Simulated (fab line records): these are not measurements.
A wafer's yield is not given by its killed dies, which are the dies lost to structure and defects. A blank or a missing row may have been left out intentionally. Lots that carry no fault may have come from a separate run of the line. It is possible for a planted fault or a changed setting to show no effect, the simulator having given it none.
Lot-split experiment    flow sky130    5 lots, 23 wafers read, on a route of 708 steps

## SPLIT DETAILS
At SKY_LOCAL_INTERCONNECT_SPUTTER_00 (material TiN, target thk 100 nm, time 83.3 s), the setting power-w was moved away from the recipe's 6500 W on 7 of the 23 wafers read, by -8.2% to +11.0%. All remaining wafers had this setting at the recipe value.

## SPLIT TO READING: what lies between them in the file, 1 step
- SKY_LOCAL_INTERCONNECT_RS_MEAS_01: measures by four-point-probe

## THE READING
LOCAL_INTERCONNECT_TIN_THK, in nm, at SKY_LOCAL_INTERCONNECT_THK_MEAS_02 (measures by xrf). On this fab line, fault-free wafers typically give 100.4 nm with a standard deviation of 1.4 nm.

wafer   tool, chamber at the split  power-w as run, W  against the recipe  LOCAL_INTERCONNECT_TIN_THK, nm  against lot-mates on the recipe
L076.2  pvd-sputter-04, -           7216               +11.0%              111.7                           +11.2
L076.3  pvd-sputter-04, -           6500               recipe              100.4                           -
L076.4  pvd-sputter-04, -           6500               recipe              100.5                           -
L076.5  pvd-sputter-04, -           7216               +11.0%              111.3                           +10.8
L076.6  pvd-sputter-04, -           7216               +11.0%              113.3                           +12.8
L079.1  pvd-sputter-03, -           7007               +7.8%               106.7                           +6.3
L079.2  pvd-sputter-03, -           6500               recipe              100.7                           -
L079.3  pvd-sputter-03, -           7007               +7.8%               107.9                           +7.5
L079.4  pvd-sputter-03, -           6500               recipe              99.2                            -
L079.5  pvd-sputter-03, -           6500               recipe              101.2                           -
L081.1  pvd-sputter-02, -           6500               recipe              101.2                           -
L081.2  pvd-sputter-02, -           6500               recipe              102.7                           -
L081.6  pvd-sputter-02, -           6500               recipe              101.4                           -
L080.1  pvd-sputter-04, -           6500               recipe              101.7                           -
L080.3  pvd-sputter-04, -           6500               recipe              100.4                           -
L080.4  pvd-sputter-04, -           6500               recipe              100.5                           -
L080.5  pvd-sputter-04, -           6500               recipe              101.0                           -
L080.6  pvd-sputter-04, -           6500               recipe              102.4                           -
L085.1  pvd-sputter-02, -           6500               recipe              101.0                           -
L085.2  pvd-sputter-02, -           6500               recipe              100.1                           -
L085.4  pvd-sputter-02, -           5967               -8.2%               91.6                            -8.9
L085.5  pvd-sputter-02, -           5967               -8.2%               92.8                            -7.7
L085.6  pvd-sputter-02, -           6500               recipe              100.4                           -

THE FIT
A straight line over all 23 wafers: LOCAL_INTERCONNECT_TIN_THK changes by +0.994 nm for each +1% of power-w; r = +0.98; the points scatter about the line by 0.95 nm.
The same after taking each lot's own level away (the mean of its wafers on the recipe; 23 wafers): +1.02 nm for each +1%; r = +0.99; scatter 0.79 nm.
The reading moves by 11 nm for the largest change in power-w, on that fit.
The lots' own levels span 100.37 to 101.77 nm, that is 1.0 times the standard deviation above.
So the lot-to-lot level changes the slope little: the two slopes agree.
Check: with one of the wafers moved furthest among these (+11.0%) left out of the fit, the line predicts +11.1 nm for it against its lot-mates. It came out at +11.2 nm against them.

## FURTHER SPLITS ON THESE WAFERS
These wafers also went through other splits before the reading. Each is held against what the fit with the lots' levels taken away leaves over:
other split on the same wafers  wafers away from the commonest value  r with LOCAL_INTERCONNECT_TIN_THK (lot level and that fit taken away)
SKY_LI_CONTACT_CVD_21 temp-c    7                                     +0.09

## THE WHOLE CHAIN: every reading that the file lists as answering this split, in the file's order
step                                what it does                                  reading                                                                                       change (the file's fit)                r (the file's)
SKY_LOCAL_INTERCONNECT_SPUTTER_00   material TiN, target thk 100 nm, time 83.3 s  TiN_of_LOCAL_INTERCONNECT_SPUTTER_00.thk-nm (the simulator's own value, which no gauge read)  +0.995 nm for each +1% of the setting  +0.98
SKY_LOCAL_INTERCONNECT_RS_MEAS_01   measures by four-point-probe                  LOCAL_INTERCONNECT_TIN_RS                                                                     -0.14 for each +1% of the setting      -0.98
SKY_LOCAL_INTERCONNECT_THK_MEAS_02  measures by xrf                               LOCAL_INTERCONNECT_TIN_THK                                                                    +1 for each +1% of the setting         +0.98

## FILE'S OWN FIT
LOCAL_INTERCONNECT_TIN_THK changes by +1 nm for each +1% of power-w, r = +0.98.
